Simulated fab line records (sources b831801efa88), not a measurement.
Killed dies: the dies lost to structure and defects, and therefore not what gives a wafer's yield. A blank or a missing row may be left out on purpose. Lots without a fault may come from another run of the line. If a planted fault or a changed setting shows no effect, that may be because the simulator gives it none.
Problem report in the 8D (eight disciplines) form, filled by code + flow gf180mcu + the parts of the form that need people (team, actions taken, sign-off) are left out

1. THE ISSUE
Wafers without a fault read 469 s, standard deviation 3.6; run length s at GF_SAB_WET_ETCH_12 reads a mean of 71 s on 6 wafers belonging to 2 lots. That is -99 or more standard deviations from the usual mean.
The step: etches SiO2 in dHF, target depth 22 nm, time 440 s.
The first sign was on wafer L786.2 at day 21 14:32, on wet bench-01. Wafers with a number at this step in the record: 42, from 14 lots. By rule, "out" or "out of limits" means more than 4 standard deviations away from the usual mean. The rest of the wafers with a number are treated as sound.

2. WHAT IT IS; WHAT IT IS NOT
| question                    | is                     | is not                                                                          |
|-----------------------------|------------------------|---------------------------------------------------------------------------------|
| which readings at this step | run length s           | -                                                                               |
| which lots                  | L786, L788             | L770, L771, L772, L773, L774, L776, L777, L778, L784, L785, L790, L791          |
| which wafers of those lots  | all that have a number | -                                                                               |
| read on which tools         | wet bench-01           | wet bench-02, wet bench-04                                                      |
| when                        | from day 21 14:32      | up to then (27 sound wafers); but 9 sound wafers of L785, L790, L791 came after |

3. THE SUSPECTS, EACH WITH WHAT RULES IT OUT
Counting: any tool at a process step up to the reading is kept as a suspect provided that every lot that is out went through it and no sound lot did after the first of them.
- wet bench-01 at GF_SAB_WET_ETCH_12 (etches SiO2 in dHF, target depth 22 nm, time 440 s): kept. It processed each lot that is out, first L786 at day 21 14:32, and no sound lot thereafter; up to then, the last sound lot it processed was L778 at day 18 20:52. Out on those wafers are its own readings of run length s.
Left after counting: wet bench-01 at GF_SAB_WET_ETCH_12.

4. THE CAUSE (what the simulator had put in)
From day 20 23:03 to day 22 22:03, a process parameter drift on wet bench-01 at GF_SAB_WET_ETCH_12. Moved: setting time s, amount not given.
Only this tool survived the counting.

5. THE CHAIN OF EFFECTS, in route order
One row per reading whose mean, taken over the struck wafers that have a number, lies over 3 standard deviations from the usual. Only readings whose record carries a usual standard deviation are examined. hours: median over the lots of the time between each lot's start at the first step of this table that gives one and its start at this step. sigmas: the change, counted in usual standard deviations.
| hours | step               | reading      | usual | on struck wafers | change | sigmas      |
|-------|--------------------|--------------|-------|------------------|--------|-------------|
| 0     | GF_SAB_WET_ETCH_12 | run length s | 469 s | 71               | -398   | -99 or more |
Its process steps:
- GF_SAB_WET_ETCH_12: etches SiO2 in dHF, target depth 22 nm, time 440 s.

6. HOW IT WOULD HAVE BEEN CAUGHT EARLIER
In this record no reading fell out of limits until day 21 14:32, 15 hours after the fault had begun at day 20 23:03.
